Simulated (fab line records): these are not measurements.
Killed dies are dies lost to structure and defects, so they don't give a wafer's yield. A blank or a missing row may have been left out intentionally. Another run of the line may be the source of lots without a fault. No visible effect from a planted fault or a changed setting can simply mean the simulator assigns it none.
Struck lot and sound lot, side by side + flow sky130 + 14 steps out of a route of 708
Sound: the wafers L284.1, L284.3, L284.4. Struck: wafers L286.2, L286.3, L286.6. The cause is given at the end.
For every step that has rows: the tool of each side, followed by ch and its chambers, followed by its first start. Under that, the readings that differ: sound wafers + struck wafers + difference of the means + sigmas: that difference in standard deviations of wafers without a fault.
alike: a reading whose means differ by less than 2 such deviations, as well as words and numbers matching on both sides. not compared: withheld readings; readings where some wafer has no value; bounds like >300 that might hide an equal value; numbers whose values overlap and for which the record gives no deviation.
A row with sigmas, a row that says differs or no value, or rows on one side alone: a step with any of these is where the two part. When numbers do not overlap yet have no deviation, they are printed without sigmas and do not part them. A reading that every wafer of one side lacks parts them only if that side has two wafers or more.

first, 8 steps without rows for these wafers: SKY_POLY_CUT_DEHYDRATE_00 (time 60 s); SKY_POLY_CUT_HMDS_01 (prime time 60 s); SKY_POLY_CUT_COAT_02 (resist thk 60 nm); SKY_POLY_CUT_COAT_03 (resist thk 450 nm); SKY_POLY_CUT_SOFTBAKE_04 (time 90 s); SKY_POLY_CUT_EXPOSE_05 (exposes mask NPCM, target cd 270 nm); SKY_POLY_CUT_PEB_06; SKY_POLY_CUT_DEVELOP_07 (develop time 60 s).
SKY_POLY_CUT_CD_MEAS_08: target cd 270 nm.
  struck on cd_sem-01, day 26 21:29; sound on cd_sem-01, day 25 20:16
  alike: cd_nm
SKY_POLY_CUT_OVL_MEAS_09:
  struck on overlay-01, day 26 21:36; sound on overlay-01, day 25 20:23
  alike: POLY_CUT_OVL
SKY_POLY_CUT_ETCH_10: etches BARC in N2/H2, stops on SiO2, time 45.9 s, target depth 60 nm.
  sound on rie_diel-03 ch 0,2,3, day 25 20:26; struck on rie_diel-03 ch 0,1,2, day 26 21:38
  alike: drypump_motor_current_A, oes_product_au, throttle_valve_pct
  not compared: rf_hours_counter_h
SKY_POLY_CUT_ETCH_11: etches Si3N4 in CF4/CH2F2/Ar, stops on poly-Si, time 42.5 s, target depth 60 nm.
  sound on rie_diel-03 ch 0,2,3, day 25 20:28; struck on rie_diel-03 ch 0,1,2, day 26 21:40
| reading                | sound                | struck               | difference | sigmas |
|------------------------|----------------------|----------------------|------------|--------|
| throttle_valve_pct (%) | 14.985 14.983 14.982 | 15.009 14.991 15.011 | +0.020     | +2     |
  alike: cf4_flow_sccm, drypump_motor_current_A, oes_product_au
  not compared: rf_hours_counter_h
SKY_POLY_CUT_STRIP_12: strips in O2/N2.
  sound on plasma_asher-01 ch 0,1, day 25 20:31; struck on plasma_asher-03 ch 0,1, day 26 21:43
  no value came back on the struck wafers for chamber_pressure_mTorr (mTorr), drypump_motor_current_A (A), oes_product_au (a.u.), strip_time_to_endpoint_s (s); on the sound wafers chamber_pressure_mTorr (mTorr) reads 1501.4 1501.9 1500.5
| reading                                         | sound | struck            | difference | sigmas |
|-------------------------------------------------|-------|-------------------|------------|--------|
| model.KrF-thick_of_POLY_CUT_COAT_03.thk_nm (nm) | 0 0 0 | 411.3 410.1 411.2 | +410.9     |        |
  not compared: rf_hours_counter_h
-- here the record skips 21 days between the struck wafers' starts before and after, leaving off in module POLY_CUT and picking up in module PAD_OPEN (first step shown: number 708 of the route) --
SKY_PAD_OPEN_PROBE_99:
  struck on prober-02, day 47 16:23; sound on prober-02, day 47 01:21
| reading             | sound     | struck      | difference | sigmas |
|---------------------|-----------|-------------|------------|--------|
| killed_at_front_end | 11 11 16  | 419 425 428 | +411       | +96    |
| killed_dies         | 78 85 102 | 492 492 492 | +404       | +40    |
| killed_on_rim       | 14 18 24  | 96 96 96    | +77        | +19    |
  alike: killed_at_M0_to_M3, killed_at_M4_up, killed_at_contacts, killed_at_other, killed_open, killed_short

## WHERE THEY PART
At SKY_POLY_CUT_ETCH_11 first; at SKY_PAD_OPEN_PROBE_99 last (within this record only).

WHY: the cause the simulator had injected
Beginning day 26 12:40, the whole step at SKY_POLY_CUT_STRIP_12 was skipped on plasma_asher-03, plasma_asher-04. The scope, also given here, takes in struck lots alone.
